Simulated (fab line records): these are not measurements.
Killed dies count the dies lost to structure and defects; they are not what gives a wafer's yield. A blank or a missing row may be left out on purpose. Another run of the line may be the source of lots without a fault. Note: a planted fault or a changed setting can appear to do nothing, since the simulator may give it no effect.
What tool caused it? | flow gf180mcu | 15 lots, 45 wafers sampled, at 2 steps of a route of 602

WHAT EACH GAUGE READ, for each wafer
GF_V2_THK_MEAS_25: measures by xrf.
lot  | measured     | on            | V2_W_THK (nm)
L866 | day 20 16:21 | film-metro-04 | 347 350 353
L868 | day 21 16:29 | film-metro-04 | 337 334 335
L869 | day 21 23:42 | film-metro-01 | 343 346 342
L870 | day 22 09:45 | film-metro-01 | 341 341 343
L872 | day 23 05:30 | film-metro-01 | 333 339 337
L875 | day 24 10:02 | film-metro-03 | 336 340 335
L876 | day 24 11:23 | film-metro-01 | 337 337 333
L877 | day 24 20:53 | film-metro-03 | 338 341 337
L878 | day 25 06:06 | film-metro-01 | 336 340 344
L882 | day 26 06:38 | film-metro-01 | 341 343 336
L884 | day 26 23:13 | film-metro-01 | 341 342 338
L885 | day 27 07:21 | film-metro-01 | 337 336 345
L886 | day 27 12:09 | film-metro-04 | 337 344 340
L887 | day 27 16:17 | film-metro-01 | 345 340 339
L888 | day 28 00:14 | film-metro-01 | 348 343 335

WHAT TOOL EACH LOT RAN ON (gives the tool, then ch and the chambers of the sampled wafers, and finally the start)
lot  | GF_MVPSD_EXPOSE_04
L866 | iline-stepper-01 ch 0, day 5 00:41
L868 | iline-stepper-01 ch 0, day 5 14:07
L869 | iline-stepper-02 ch 0, day 5 20:10
L870 | iline-stepper-01 ch 0, day 6 00:24
L872 | iline-stepper-01 ch 0, day 6 13:47
L875 | iline-stepper-02, day 7 09:03
L876 | iline-stepper-02, day 7 12:58
L877 | iline-stepper-02, day 7 18:07
L878 | iline-stepper-02 ch 0, day 8 04:40
L882 | iline-stepper-02 ch 0, day 8 23:16
L884 | iline-stepper-02 ch 0, day 9 09:04
L885 | iline-stepper-02 ch 0, day 9 18:40
L886 | iline-stepper-02 ch 0, day 9 22:25
L887 | iline-stepper-02 ch 0, day 10 01:39
L888 | iline-stepper-02 ch 0, day 10 09:50
- GF_MVPSD_EXPOSE_04: exposes mask MVPSD, target cd 1000 nm.

AS READ BY THE TOOLS THEMSELVES (means over the sampled wafers that have a number; for cases with no such wafer, the mark the record gives instead)
GF_MVPSD_EXPOSE_04.
lot  | tool             | exposure-dose-mJ-cm2 | focus-offset-nm (nm)
L866 | iline-stepper-01 | 260.14               | -0.0
L868 | iline-stepper-01 | 260.22               | 0.8
L869 | iline-stepper-02 | 260.16               | -0.2
L870 | iline-stepper-01 | 259.90               | 0.6
L872 | iline-stepper-01 | 260.01               | -0.9
L875 | iline-stepper-02 | -                    | -
L876 | iline-stepper-02 | -                    | -
L877 | iline-stepper-02 | -                    | -
L878 | iline-stepper-02 | 260.25               | -0.6
L882 | iline-stepper-02 | 259.88               | 0.2
L884 | iline-stepper-02 | 259.71               | -0.2
L885 | iline-stepper-02 | 260.25               | 0.6
L886 | iline-stepper-02 | 259.96               | 0.2
L887 | iline-stepper-02 | 260.06               | 0.8
L888 | iline-stepper-02 | 259.79               | 0.7

THE ANSWER, worked out from the rows above alone
Rule: the usual values come from the lots themselves. Put in order of their means at a reading, lots are off if they are a third of the lots or fewer, leave a main group of 4 or more, and stand apart from it by a gap of 3 or more times the standard deviation of the main group's means; of several such gaps the widest counts. A main group is skipped when, at the precision printed for the reading in the tables above, its means are all equal. A lot without any number at a reading at which 4 lots or more have one is off too. All remaining lots with rows at the step are treated as sound. The gauges are gone through in route order, then the tools' own readings, and for those a lot's mean is taken as printed above. At the first step where some lot is off, the reading lying furthest off is the one used; lots without a number count as furthest.
Off, at GF_MVPSD_EXPOSE_04 on exposure-dose-mJ-cm2: L875, L876, L877. Without a number there: L875, L876, L877. The main group: mean 260.03, standard deviation 0.17.
If a tool, at that step or one of the process steps before it, ran each lot that is off and ran no sound lot following the first of them, it fits. Not one of the candidates tried fits.

WHAT THE SIMULATOR PUT IN
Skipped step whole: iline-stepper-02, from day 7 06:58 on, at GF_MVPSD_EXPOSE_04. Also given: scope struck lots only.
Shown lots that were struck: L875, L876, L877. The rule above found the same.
